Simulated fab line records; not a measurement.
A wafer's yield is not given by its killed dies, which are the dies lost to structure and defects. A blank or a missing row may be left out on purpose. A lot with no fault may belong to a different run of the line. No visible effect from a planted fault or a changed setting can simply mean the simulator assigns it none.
One fault seen from 2 desks :: flow sky130 :: what lay behind the numbers comes last; until then each desk has only its own

METROLOGY DESK
Lot by lot, what the gauges showed, no matter which tool ran the lot: averages of those sampled wafers that carry a number. A lot is out of limits, marked OUT, if its mean lies more than 4 standard deviations from the usual mean; the brackets give that distance.
Columns: A = VT_ADJUST_HVTP_OVL at SKY_VT_ADJUST_HVTP_OVL_MEAS_08, usual 0.5 nm; B = VT_ADJUST_LVTN_2_TW at SKY_VT_ADJUST_LVTN_TW_MEAS_21, usual 188.5
lot: L464
first seen here: day 6 01:23
A: -0.0
B: 187.3

lot: L465
first seen here: day 6 17:02
A: -0.9
B: 189.5

lot: L466
first seen here: day 6 21:46
A: 1.1
B: 187.3

lot: L467
first seen here: day 7 05:46
A: 1.1
B: 188.6

lot: L468
first seen here: day 7 11:46
A: 1.4
B: 189.1

lot: L474
first seen here: day 8 23:01
A: 0.2
B: 189.1

lot: L475
first seen here: day 8 23:10
A: 1.0
B: 30.1 (-99 or more) OUT

lot: L481
first seen here: day 11 11:20
A: 1.1
B: 188.3

lot: L482
first seen here: day 11 11:31
A: -1.6
B: 189.0

lot: L484
first seen here: day 11 21:54
A: 0.1
B: 188.3

lot: L483
first seen here: day 11 22:34
A: 1.1
B: 186.9

lot: L485
first seen here: day 12 03:28
A: -0.6
B: 189.0

lot: L487
first seen here: day 12 10:06
A: 1.1
B: 188.7
This desk's finding: out of limits on L475; first on L475, day 10 20:14 (VT_ADJUST_LVTN_2_TW at SKY_VT_ADJUST_LVTN_TW_MEAS_21). L464, L465, L466, L467, L468, L474, L481, L482, L484, L483, L485, L487 stayed within limits.

FOR THE TOOL OWNER'S DESK: plasma asher-04
The tool's own readings at SKY_VT_ADJUST_LVTN_STRIP_09 (strips in O2/N2): means of the sampled wafers that have a number, for each lot that ran on this tool. A lot is out of limits, marked OUT, if its mean lies more than 4 standard deviations from the usual mean; the brackets give that distance.
Columns: A = drypump motor current A at SKY_VT_ADJUST_LVTN_STRIP_09, usual 5.2 A; B = oes product au at SKY_VT_ADJUST_LVTN_STRIP_09, usual 0.722 a.u.; C = strip time to endpoint s at SKY_VT_ADJUST_LVTN_STRIP_09, usual 36.90 s
lot: L475
first seen here: day 9 21:16
A: 5.1
B: 0.911 (+45) OUT
C: -

lot: L483
first seen here: day 12 23:28
A: 5.1
B: 0.723
C: 36.89
This desk's verdict: out of limits on L475, starting with L475 at day 9 21:16 (oes product au at SKY_VT_ADJUST_LVTN_STRIP_09). L483 stayed within limits.

PUT TOGETHER
On L475, at day 9 21:16, an alarm was possible from the tool owner's desk.
At day 10 20:14 the metrology desk could have sounded an alarm, on L475.
Every lot named ran SKY_VT_ADJUST_LVTN_STRIP_09 on plasma asher-04.

WHAT THE SIMULATOR PUT IN
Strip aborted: plasma asher-04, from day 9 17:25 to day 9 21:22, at SKY_VT_ADJUST_LVTN_STRIP_09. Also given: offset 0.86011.
Shown lots that were struck: L475.
Counting hours from when the fault started, the first reading out of limits came at 4 for the tool owner's desk and at 27 for the metrology desk.
